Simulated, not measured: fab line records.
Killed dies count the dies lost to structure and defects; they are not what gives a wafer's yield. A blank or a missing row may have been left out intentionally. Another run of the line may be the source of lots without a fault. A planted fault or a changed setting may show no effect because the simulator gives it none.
A single fault, viewed from 2 desks | flow gf180mcu | numbers are kept per desk, each desk with only its own; the story behind them comes last

## TOOL OWNER'S DESK, cvd_w-02
The tool's own readings at GF_V3_CVD_23 (deposits W, target thk 350 nm, time 104.9 s): means of the sampled wafers that have a number, for each lot that ran on this tool. The brackets show how far a lot's mean lies from the usual mean; more than 4 standard deviations puts the lot out of limits, marked OUT.
Columns: A = heater_power_w at GF_V3_CVD_23, usual 896 W
lot  | first seen here | A
L805 | day 22 17:59    | 795
L807 | day 23 10:31    | 805
L809 | day 26 00:33    | 820
L811 | day 26 05:11    | 798
This desk's finding: nothing out of limits on any of the 4 lots.

## AT THE METROLOGY DESK
Lot by lot, what the gauges showed, no matter which tool ran the lot: averages of those sampled wafers that carry a number. The brackets show how far a lot's mean lies from the usual mean; more than 4 standard deviations puts the lot out of limits, marked OUT.
Columns: A = V2_CVD_00_THK at GF_V2_THK_MEAS_01, usual 600 nm; B = V3_W_RS at GF_V3_RS_MEAS_24, usual 0.327 ohm/sq; C = V3_W_THK at GF_V3_THK_MEAS_25, usual 357 nm
lot  | first seen here | A   | B               | C
L803 | day 18 13:26    | 605 | 0.327           | 356
L804 | day 19 11:52    | 592 | 0.328           | 356
L805 | day 19 12:58    | 597 | 0.325           | 358
L806 | day 19 19:53    | 600 | 0.323           | 359
L807 | day 20 06:19    | 597 | 0.329           | 353
L808 | day 23 00:25    | 601 | 0.326           | 363
L809 | day 23 03:58    | 604 | 0.332           | 354
L811 | day 23 09:40    | 614 | 0.289 (-10) OUT | 406 (+10) OUT
L813 | day 23 12:16    | 599 | 0.325           | 357
L817 | day 25 00:18    | 600 | 0.325           | 358
L821 | day 26 17:27    | 594 | 0.325           | 358
This desk's finding: out of limits on L811; first on L811, day 26 05:17 (V3_W_RS at GF_V3_RS_MEAS_24). L803, L804, L805, L806, L807, L808, L809, L813, L817, L821 stayed within limits.

## BROUGHT TOGETHER
On L811, the metrology desk was in a position to raise an alarm at day 26 05:17.
The tool owner's desk saw nothing out of limits.
On record at the tool owner's desk: L811, within its limits.
All the named lots went through GF_V3_CVD_23 on cvd_w-02.

## WHAT WAS PUT IN BY THE SIMULATOR
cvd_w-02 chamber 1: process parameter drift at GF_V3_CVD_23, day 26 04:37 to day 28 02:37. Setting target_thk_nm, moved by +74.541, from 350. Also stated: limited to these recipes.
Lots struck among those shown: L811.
Delay in hours, fault start to first out-of-limits reading, per desk: metrology desk 1.
